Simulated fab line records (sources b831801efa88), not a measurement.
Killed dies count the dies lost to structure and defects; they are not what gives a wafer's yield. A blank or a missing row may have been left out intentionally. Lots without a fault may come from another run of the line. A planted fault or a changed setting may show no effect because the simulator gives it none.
Check of tool commonality -- flow sky130 -- 42 wafers sampled across 12 lots

THE REASON FOR OPENING IT
2 of 12 lots carry a flag on the reading LDD_P_TW at SKY_LDD_P_TW_MEAS_11. Fault-free wafers read 634, with a standard deviation of 4.8.
Rule: a lot is flagged when every wafer of it that has a number lies more than 4 standard deviations from that mean, or none has a number. The other lots count as sound.

lot,measured,on,"LDD_P_TW, wafer by wafer",flag
L169,day 19 18:18,film-metro-02,633 634 632,
L170,day 20 01:42,film-metro-02,634 633 633,
L171,day 20 21:02,film-metro-03,633 631 628,
L172,day 20 21:55,film-metro-01,644 642 644,
L173,day 21 12:53,film-metro-03,630 635 630,
L175,day 22 09:22,film-metro-03,628 631 634,
L176,day 23 06:50,film-metro-02,634 632 634,
L178,day 23 20:01,film-metro-01,637 635 636,
L179,day 24 02:52,film-metro-03,631 633 630,
L182,day 24 19:15,film-metro-02,631 626 632,
L183,day 25 03:25,film-metro-03,782 780 785 781 782 781,FLAGGED
L190,day 27 08:39,film-metro-02,787 790 789 792 793 789,FLAGGED
Average over the flagged lots: 786; offset from the usual +152, equal to +32 standard deviations.

WHICH TOOL EACH LOT WENT THROUGH
The record holds 2 process steps before the reading, out of a route of 708 steps. In each cell: the tool, then ch and the chambers that the sampled wafers went through, then the start.
lot,flag,SKY_NWELL_STRIP_25,SKY_LDD_P_IMPLANT_09
L169,,"plasma-asher-03 ch 0,1, day 5 17:07","implanter-04 ch 0, day 19 18:03"
L170,,"plasma-asher-02 ch 0,1, day 6 00:02","implanter-04 ch 0, day 20 01:27"
L171,,"plasma-asher-03 ch 1, day 6 06:59","implanter-02 ch 0, day 20 20:48"
L172,,"plasma-asher-03 ch 0,1, day 6 11:20","implanter-04 ch 0, day 20 21:41"
L173,,"plasma-asher-01 ch 0,1, day 6 15:14","implanter-02 ch 0, day 21 12:38"
L175,,"plasma-asher-03 ch 0,1, day 7 08:35","implanter-02 ch 0, day 22 09:00"
L176,,"plasma-asher-02 ch 0,1, day 7 22:11","implanter-04 ch 0, day 23 06:35"
L178,,"plasma-asher-01 ch 0,1, day 8 07:22","implanter-03 ch 0, day 23 19:46"
L179,,"plasma-asher-01 ch 0,1, day 8 14:50","implanter-04 ch 0, day 24 02:39"
L182,,"plasma-asher-01 ch 0,1, day 9 02:28","implanter-02 ch 0, day 24 19:00"
L183,FLAGGED,"plasma-asher-01 ch 0,1, day 9 09:20","implanter-03 ch 0, day 25 02:51"
L190,FLAGGED,"plasma-asher-03 ch 0,1, day 11 01:25","implanter-04 ch 0, day 27 08:08"
What the steps here do:
- SKY_NWELL_STRIP_25: strips in O2/N2.
- SKY_LDD_P_IMPLANT_09
- SKY_LDD_P_TW_MEAS_11

FLAGGED OVER TOTAL, TOOL BY TOOL (the gauges that took the reading come last)
step,tool,lots run,flagged,share of the flagged lots,sound lots run after its first flagged lot
SKY_NWELL_STRIP_25,plasma-asher-01,5,1,some,0
SKY_NWELL_STRIP_25,plasma-asher-02,2,0,none,-
SKY_NWELL_STRIP_25,plasma-asher-03,5,1,some,0
SKY_LDD_P_IMPLANT_09,implanter-02,4,0,none,-
SKY_LDD_P_IMPLANT_09,implanter-03,2,1,some,0
SKY_LDD_P_IMPLANT_09,implanter-04,6,1,some,0
SKY_LDD_P_TW_MEAS_11,film-metro-01,2,0,none,-
SKY_LDD_P_TW_MEAS_11,film-metro-02,5,1,some,0
SKY_LDD_P_TW_MEAS_11,film-metro-03,5,1,some,0

WHAT THE TABLE ALLOWS
No row of the table ran every flagged lot.

WHAT THE SIMULATOR HAD PUT IN
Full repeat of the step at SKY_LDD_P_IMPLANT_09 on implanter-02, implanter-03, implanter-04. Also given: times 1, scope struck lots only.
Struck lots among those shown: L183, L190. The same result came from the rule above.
